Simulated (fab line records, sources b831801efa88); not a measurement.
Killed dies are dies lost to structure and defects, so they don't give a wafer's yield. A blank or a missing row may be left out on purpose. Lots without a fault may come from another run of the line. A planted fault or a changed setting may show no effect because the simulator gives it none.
fab line records | flow sky130
record lots=10 wafers=30 last_day=50
route steps=708 shown LI_CONTACT@374 PAD_OPEN@708
lots that met no fault: from a run of the same line without faults
start_h: hours from the record's first day to the start of the lot's first wafer shown | wait_h: hours since the lot's step before | " the same as in the row above | L1.1+2: a row that stands for several wafers | - no value, or no start given | * or withheld: withheld | < > ~ a bound
route shown NAME@n: a module of which the file shows steps, and the number in the route of the first | usual: mean/standard deviation of fault-free wafers | same: alike in all rows | chamber/n: place in a boat | sites: the reading at each site | _std_site: their standard deviation | _edge_site: outer sites' mean less inner sites' | radius_mm: how far each site lies from the wafer's centre | mask NAME#n: copy n | behind: the tool/chamber that last shaped the wafer | hold: why the lot was held/for how many hours/how that ended | device: the transistor (n, p or np) that didn't switch | end of line: the same wafers' tests at the end of the route | a step without rows: its recipe alone | killed: dies lost to structure and defects at the first sort, not the wafer's yield | map: a wafer's dies, x killed, . not, _ none there
set.NAME: the setting as run; set.NAME@STEP: as run at that earlier step | model.NAME: the simulator's own value behind a step, which no gauge read
steps of the route over a sample of lots; a table a step, a row a wafer
services: from which hour (start_h, from the record's first day; less than 0 if before it) a tool's chamber was out of use, for how many hours, and why
## steps
# step SKY_LI_CONTACT_CD_MEAS_12
# recipe target_cd_nm=170
# usual cd_nm=170.0/1.2
# columns lot.wafer tool chamber start_h wait_h cd_nm
L179.1 cd_sem-01 - 684.13 - 169.6
L179.5 " - " " 169.5
L179.6 " - " " 169.0
L186.3 cd_sem-01 - 738.51 - 171.5
L186.5 " - " " 171.6
L186.6 " - " " 171.0
L185.1 cd_sem-01 - 739.92 - 168.8
L185.4 " - " " 169.6
L185.5 " - " " 168.2
L189.2 cd_sem-01 - 762.35 - 168.3
L189.3 " - " " 167.9
L189.4 " - " " 167.1
L191.1 cd_sem-01 - 785.63 - 169.7
L191.3 " - " " 169.2
L191.6 " - " " 170.8
L193.1 cd_sem-01 - 792.53 - 169.8
L193.2 " - " " 170.1
L193.5 " - " " 169.4
L195.1 cd_sem-01 - 810.33 - 168.5
L195.3 " - " " 169.4
L195.6 " - " " 170.1
L196.1 cd_sem-01 - 818.48 - 169.8
L196.3 " - " " 170.7
L196.5 " - " " 170.2
L198.2 cd_sem-02 - 836.74 - 170.0
L198.5 " - " " 170.0
L198.6 " - " " 168.8
L201.1 cd_sem-01 - 862.87 - 170.6
L201.3 " - " " 170.6
L201.5 " - " " 171.5
# step SKY_LI_CONTACT_OVL_MEAS_13
# usual LI_CONTACT_OVL=2/4.4
# columns lot.wafer tool chamber start_h wait_h LI_CONTACT_OVL[nm]
L179.1 overlay-01 - 684.25 0.1 4
L179.5 " - " " 1
L179.6 " - " " 10
L186.3 overlay-01 - 738.60 0.1 2
L186.5 " - " " 5
L186.6 " - " " 0
L185.1 overlay-02 - 740.04 0.1 4
L185.4 " - " " 0
L185.5 " - " " 1
L189.2 overlay-01 - 762.46 0.1 11
L189.3 " - " " 6
L189.4 " - " " 12
L191.1 overlay-01 - 785.75 0.1 2
L191.3 " - " " 5
L191.6 " - " " 6
L193.1 overlay-01 - 792.65 0.1 -7
L193.2 " - " " -7
L193.5 " - " " -4
L195.1 overlay-01 - 810.45 0.1 2
L195.3 " - " " 7
L195.6 " - " " 5
L196.1 overlay-02 - 818.60 0.1 -3
L196.3 " - " " -9
L196.5 " - " " -4
L198.2 overlay-01 - 836.88 0.1 -3
L198.5 " - " " 7
L198.6 " - " " 5
L201.1 overlay-01 - 862.99 0.1 2
L201.3 " - " " -3
L201.5 " - " " 4
# step SKY_LI_CONTACT_ETCH_14
# recipe chemistry=N2/H2 target=BARC ion_energy_ev=200 source_w=500 bias_w=100 pressure_mtorr=30 n2_flow_sccm=100 h2_flow_sccm=200 stop_on=SiO2 time_s=44.67 target_depth_a=600
# usual bias_w=100.04/0.26 chamber_pressure_mTorr=30.002/0.027 drypump_motor_current_A=6.0/0.53 n2_flow_sccm=100.01/0.26 oes_product_au=0.869/0.0049 rf_fwd_power_W=495.7/1.9 throttle_valve_pct=13.227/0.0095
# columns lot.wafer tool chamber start_h wait_h bias_w chamber_pressure_mTorr drypump_motor_current_A n2_flow_sccm oes_product_au rf_fwd_power_W rf_hours_counter_h throttle_valve_pct
L179.1 rie_diel-04 3 684.29 0.0 100.05 29.933 6.1 100.00 0.871 492.1 5 13.219
L179.5 " 2 " " 99.77 30.024 6.4 99.61 0.873 496.7 - 13.226
L179.6 " 3 " " 100.07 29.991 6.2 100.18 0.870 491.9 - 13.225
L186.3 rie_diel-04 2 738.62 0.0 - - - - - - - -
L186.5 " 2 " " - - - - - - - -
L186.6 " 1 " " - - - - - - - -
L185.1 rie_diel-04 0 740.07 0.0 - - - - - - - -
L185.4 " 2 " " - - - - - - - -
L185.5 " 2 " " - - - - - - - -
L189.2 rie_diel-04 1 762.49 0.0 99.94 29.994 6.3 100.16 0.876 495.9 10 13.224
L189.3 " 0 " " 99.80 29.993 5.0 100.29 0.879 495.9 6 13.210
L189.4 " 3 " " 100.25 30.004 6.1 100.05 0.867 491.9 8 13.239
L191.1 rie_diel-04 1 785.79 0.0 99.90 30.024 6.3 100.11 0.861 493.8 11 13.228
L191.3 " 3 " " 99.75 29.963 6.1 99.86 0.866 493.9 8 13.210
L191.6 " 3 " " 99.89 29.951 6.1 99.89 0.859 493.5 - 13.229
L193.1 rie_diel-04 1 792.69 0.0 100.03 30.015 6.3 100.17 0.874 493.1 11 13.215
L193.2 " 3 " " 100.12 29.990 6.1 100.11 0.866 493.2 9 13.232
L193.5 " 3 " " 99.85 29.979 6.1 99.92 0.863 492.1 - 13.231
L195.1 rie_diel-02 2 810.49 0.0 99.94 30.029 6.3 99.95 0.875 496.2 4 13.231
L195.3 " 0 " " 99.98 30.031 5.9 99.91 0.883 496.7 20 13.229
L195.6 " 0 " " 100.53 29.964 5.9 100.13 0.871 497.8 - 13.234
L196.1 rie_diel-03 3 818.64 0.0 99.86 30.040 6.6 99.75 0.870 502.1 2 13.227
L196.3 " 0 " " 99.95 29.995 6.5 99.85 0.877 494.4 11 13.224
L196.5 " 2 " " 100.19 29.987 5.6 99.99 0.870 496.8 - 13.224
L198.2 rie_diel-04 0 836.91 0.0 100.09 30.056 5.0 100.03 0.871 494.0 8 13.219
L198.5 " 1 " " 100.17 30.006 6.3 100.06 0.877 496.0 - 13.228
L198.6 " 2 " " 100.12 30.020 6.4 100.15 0.879 497.4 - 13.220
L201.1 rie_diel-03 0 863.02 0.0 99.58 30.025 6.6 99.75 0.878 498.2 12 13.242
L201.3 " 1 " " 99.90 30.014 5.6 99.76 0.871 497.2 4 13.227
L201.5 " 0 " " 99.64 30.023 6.5 100.11 0.865 495.8 - 13.213
# step SKY_LI_CONTACT_ETCH_15
# recipe target=PSG chemistry=C4F8/O2/Ar stop_on=Si taper_deg=4.15 mask_material=KrF-thick source_w=1500 bias_w=1200 pressure_mtorr=40 c4f8_flow_sccm=withheld O2_flow_sccm=6 Ar_flow_sccm=300 time_s=withheld target_depth_a=6000
# usual bias_w=1200/3.8 chamber_pressure_mTorr=40.00/0.037 oes_product_au=0.836/0.0043 rf_fwd_power_W=1494/4.6
# columns lot.wafer tool chamber start_h wait_h bias_w chamber_pressure_mTorr oes_product_au rf_fwd_power_W
L179.1 rie_diel-04 3 684.33 0.0 1199 40.00 0.837 1492
L179.5 " 2 " " 1203 40.01 0.832 1492
L179.6 " 3 " " 1201 40.02 0.846 1485
L186.3 rie_diel-04 2 738.66 0.0 1201 40.05 0.373 1489
L186.5 " 2 " " 1201 40.01 0.365 1494
L186.6 " 1 " " 1190 39.94 0.373 1491
L185.1 rie_diel-04 0 740.11 0.0 1196 39.96 0.370 1492
L185.4 " 2 " " 1197 39.95 0.374 1494
L185.5 " 2 " " 1193 40.02 0.372 1492
L189.2 rie_diel-04 1 762.53 0.0 1198 40.04 0.836 1490
L189.3 " 0 " " 1202 39.96 0.834 1491
L189.4 " 3 " " 1196 40.02 0.836 1488
L191.1 rie_diel-04 1 785.83 0.0 1193 39.99 0.839 1494
L191.3 " 3 " " 1202 40.04 0.838 1494
L191.6 " 3 " " 1206 40.01 0.835 1496
L193.1 rie_diel-04 1 792.73 0.0 1204 40.05 0.842 1499
L193.2 " 3 " " 1197 40.03 0.839 1482
L193.5 " 3 " " 1203 39.99 0.835 1487
L195.1 rie_diel-02 2 810.53 0.0 1204 40.07 0.837 1491
L195.3 " 0 " " 1202 40.17 0.839 1503
L195.6 " 0 " " 1197 39.98 0.839 1494
L196.1 rie_diel-03 3 818.68 0.0 1194 40.04 0.846 1500
L196.3 " 0 " " 1205 39.95 0.833 1491
L196.5 " 2 " " 1203 39.97 0.838 1486
L198.2 rie_diel-04 0 836.95 0.0 1201 39.95 0.842 1501
L198.5 " 1 " " 1198 40.05 0.835 1495
L198.6 " 2 " " 1202 39.99 0.835 1495
L201.1 rie_diel-03 0 863.07 0.0 1197 40.00 0.841 1496
L201.3 " 1 " " 1196 39.98 0.843 1494
L201.5 " 0 " " 1200 40.00 0.830 1497
# step SKY_LI_CONTACT_STRIP_16
# recipe chemistry=O2/N2 power_w=1400 pressure_mtorr=1500 platen_temp_c=withheld o2_flow_sccm=3000 n2_flow_sccm=300 overash_fraction=0.5
# usual drypump_motor_current_A=5.7/0.48 n2_flow_sccm=300.1/0.79 o2_flow_sccm=3001/8.9 oes_product_au=0.376/0.0052 strip_time_to_endpoint_s=3.52/0.033
# columns lot.wafer tool chamber start_h wait_h drypump_motor_current_A n2_flow_sccm o2_flow_sccm oes_product_au rf_hours_counter_h strip_time_to_endpoint_s
L179.1 plasma_asher-04 1 684.41 - 5.7 300.4 2995 0.379 88 3.58
L179.5 " 0 " " 5.2 301.6 3002 0.378 - 3.50
L179.6 " 1 " " 5.7 300.3 2989 0.380 - 3.57
L186.3 plasma_asher-03 0 738.78 - 5.2 298.7 3008 0.401 - 3.99
L186.5 " 1 " " 5.7 300.9 3010 0.400 - 3.98
L186.6 " 0 " " 5.2 299.6 3003 0.391 - 4.01
L185.1 plasma_asher-03 1 740.20 - 5.7 299.1 2986 0.398 29 3.95
L185.4 " 0 " " 5.2 299.7 3002 0.396 - 3.96
L185.5 " 1 " " 5.7 301.0 3004 0.401 - 3.97
L189.2 plasma_asher-03 1 762.61 - 5.7 300.1 3006 0.378 31 3.53
L189.3 " 1 " " 5.7 301.7 2994 0.370 - 3.49
L189.4 " 0 " " 5.2 300.0 3005 0.375 - 3.56
L191.1 plasma_asher-02 0 785.91 - 6.3 300.1 2997 0.371 4 3.56
L191.3 " 1 " " 6.5 300.7 2993 0.381 - 3.56
L191.6 " 0 " " 6.3 298.9 3015 0.382 - 3.57
L193.1 plasma_asher-04 1 792.81 - 5.7 299.7 2994 0.377 99 3.55
L193.2 " 0 " " 5.2 299.5 3006 0.380 99 3.58
L193.5 " 0 " " 5.2 299.1 3009 0.378 - 3.58
L195.1 plasma_asher-04 0 810.61 - 5.2 298.9 3004 0.376 100 3.49
L195.3 " 0 " " 5.2 301.3 2993 0.389 - 3.47
L195.6 " 1 " " 5.7 300.5 3007 0.372 - 3.49
L196.1 plasma_asher-02 1 818.76 - 6.5 300.0 2997 0.374 8 3.50
L196.3 " 0 " " 6.3 300.8 3006 0.376 - 3.56
L196.5 " 1 " " 6.5 299.3 3006 0.378 - 3.48
L198.2 plasma_asher-04 1 837.04 - 5.7 300.0 3002 0.381 103 3.52
L198.5 " 0 " " 5.2 300.6 2975 0.378 - 3.56
L198.6 " 1 " " 5.7 299.3 2999 0.385 - 3.56
L201.1 plasma_asher-02 0 863.15 - 6.2 299.4 3013 0.372 13 3.56
L201.3 " 0 " " 6.2 298.7 3010 0.367 - 3.50
L201.5 " 0 " " 6.3 299.3 3018 0.379 - 3.55
# step SKY_LI_CONTACT_SPUTTER_20
# recipe material=TiN target_thk_nm=20 chamber_pressure_pa=5 power_w=4000 time_s=80
# usual throttle_valve_pct=29.6/1
# columns lot.wafer tool chamber start_h wait_h throttle_valve_pct
L179.1 pvd_sputter-04 - 684.82 0.0 27.6
L179.5 " - " " 31.1
L179.6 " - " " 30.3
L186.3 pvd_sputter-03 - 739.14 0.0 29.2
L186.5 " - " " 30.1
L186.6 " - " " 29.1
L185.1 pvd_sputter-04 - 740.57 0.0 31.6
L185.4 " - " " 31.0
L185.5 " - " " 31.9
L189.2 pvd_sputter-02 - 762.98 0.0 28.4
L189.3 " - " " 30.4
L189.4 " - " " 28.6
L191.1 pvd_sputter-04 - 786.30 0.0 27.6
L191.3 " - " " 30.4
L191.6 " - " " 31.8
L193.1 pvd_sputter-03 - 793.20 0.0 29.7
L193.2 " - " " 29.0
L193.5 " - " " 30.0
L195.1 pvd_sputter-02 - 810.98 0.0 30.5
L195.3 " - " " 28.4
L195.6 " - " " 29.5
L196.1 pvd_sputter-02 - 819.15 0.0 28.6
L196.3 " - " " 29.4
L196.5 " - " " 28.6
L198.2 pvd_sputter-03 - 837.41 0.0 29.1
L198.5 " - " " 30.1
L198.6 " - " " 29.4
L201.1 pvd_sputter-02 - 863.52 0.0 29.4
L201.3 " - " " 28.5
L201.5 " - " " 30.4
# step SKY_PAD_OPEN_PROBE_99
# usual killed_at_M0_to_M3=43/6.3 killed_at_M4_up=3.3/1.7 killed_at_contacts=24/5.4 killed_at_front_end=16/4.6 killed_at_other=0.4/0.7 killed_dies=87/9.4 killed_on_rim=17/3.9 killed_open=47/6.9 killed_short=39/6.1
# same gross_dies=492 killed_at_back_side=0
# columns lot.wafer tool chamber start_h wait_h killed_at_M0_to_M3 killed_at_M4_up killed_at_contacts killed_at_front_end killed_at_other killed_dies killed_on_rim killed_open killed_short
L186.3 prober-02 - 1124.05 0.2 50 4 422 16 0 492 96 42 48
L186.5 prober-02 - 1124.15 0.2 46 2 425 19 0 492 96 47 41
L186.6 prober-02 - 1124.20 0.2 56 3 420 13 0 492 96 46 42
L185.1 prober-01 - 1124.44 0.1 43 4 432 13 0 492 96 45 37
L185.4 prober-01 - 1124.59 0.2 52 1 422 17 0 492 96 53 38
L185.5 prober-01 - 1124.64 0.2 43 2 431 16 0 492 96 40 42
# killed by level:class
L186.3 LI_CONTACT:area_etch=401 VIA1:geometric_particle:open=11 VIA2:geometric_particle:short=8 METAL1:geometric_particle:short=7 CONTACT:geometric_particle:open=6 VIA1:geometric_particle:short=6 VIA2:geometric_particle:open=6 FIELD_ISO:geometric_particle:open=5
L186.5 LI_CONTACT:area_etch=403 VIA1:geometric_particle:open=14 VIA2:geometric_particle:open=9 CONTACT:geometric_particle:open=9 FIELD_ISO:geometric_particle:short=6 CONTACT:geometric_particle:short=6 METAL1:geometric_particle:short=6 SPACER:geometric_particle:short=4
L186.6 LI_CONTACT:area_etch=403 VIA1:geometric_particle:open=13 VIA2:geometric_particle:open=11 VIA3:geometric_particle:open=6 VIA3:geometric_particle:short=6 LOCAL_INTERCONNECT:geometric_particle:short=5 CONTACT:geometric_particle:short=5 FIELD_ISO:geometric_particle:short=4
L185.1 LI_CONTACT:area_etch=410 LI_CONTACT:geometric_particle:open=8 VIA2:geometric_particle:open=8 CONTACT:geometric_particle:open=7 VIA3:geometric_particle:open=6 VIA2:geometric_particle:short=6 METAL1:geometric_particle:short=5 VIA1:geometric_particle:short=5
L185.4 LI_CONTACT:area_etch=401 VIA1:geometric_particle:open=15 VIA2:geometric_particle:open=8 LI_CONTACT:geometric_particle:open=6 VIA3:geometric_particle:open=6 FIELD_ISO:geometric_particle:open=5 CONTACT:geometric_particle:open=5 METAL1:geometric_particle:short=5
L185.5 LI_CONTACT:area_etch=410 CONTACT:geometric_particle:open=7 VIA1:geometric_particle:open=7 VIA2:geometric_particle:open=6 METAL3:geometric_particle:short=6 FIELD_ISO:geometric_particle:short=5 LI_CONTACT:geometric_particle:open=5 CONTACT:geometric_particle:short=5
## services
# columns tool chamber start_h hours kind
pvd_sputter-04 - 665.98 1.6 repair
rie_diel-03 0 704.40 7.7 repair
rie_diel-02 2 717.02 16.7 repair
pvd_sputter-02 - 720.30 2.0 repair
pvd_sputter-03 - 727.97 2.6 repair
plasma_asher-04 - 730.81 11.1 repair
plasma_asher-02 - 733.75 9.0 pm
plasma_asher-03 - 744.24 3.9 repair
plasma_asher-03 - 749.64 1.1 repair
plasma_asher-02 - 756.03 2.2 repair
plasma_asher-02 - 759.13 0.8 repair
plasma_asher-03 - 767.87 2.1 repair
rie_diel-04 - 770.11 0.6 repair
rie_diel-03 1 777.33 9.7 repair
plasma_asher-03 - 786.20 2.8 pm
plasma_asher-02 - 801.16 1.8 repair
rie_diel-02 2 804.39 4.2 repair
plasma_asher-03 - 814.89 5.7 repair
rie_diel-02 - 826.44 15.6 pm
plasma_asher-04 - 838.84 1.2 repair
rie_diel-04 1 842.55 1.2 repair
rie_diel-02 - 848.84 0.4 repair
rie_diel-04 1 855.57 3.2 repair
pvd_sputter-03 - 860.00 0.5 repair
## key
first_sign step=SKY_LI_CONTACT_ETCH_14 reading=tool_record direction=missing
effect step=SKY_LI_CONTACT_ETCH_15 reading=oes_product_au direction=down sigmas=99+ usual=0.836 struck=0.371
effect step=SKY_LI_CONTACT_STRIP_16 reading=strip_time_to_endpoint_s direction=up sigmas=14 usual=* struck=*
effect step=SKY_PAD_OPEN_PROBE_99 reading=killed_at_contacts direction=up sigmas=74 usual=24 struck=425
more_kills_born_at SKY_LI_CONTACT_ETCH_14@rie_diel-04=2428
met_at SKY_LI_CONTACT_ETCH_14
struck_lots L185,L186
later_rows_left_out L185.1,L185.4,L185.5,L186.3,L186.5,L186.6
tester_left_out L185,L186
not_acting_at SKY_LI_CONTACT_CD_MEAS_12,SKY_LI_CONTACT_OVL_MEAS_13,SKY_LI_CONTACT_SPUTTER_20
onset_between 684.29 738.62
fault kind=skipped_step_whole tool=rie_diel-04 chamber=- onset_h=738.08 steps=SKY_LI_CONTACT_ETCH_14 scope=struck_lots_only
# tester_left_out: of these lots the tester's yield and bins aren't shown, on N5 and GAA mostly nor the transistor test; their killed dies are dies lost to structure and defects alone, not to doping, threshold or leakage, so they don't give the yield
# later_rows_left_out: the simulator's readings of these wafers behind a module that went badly wrong aren't trusted and aren't shown, but for the sort
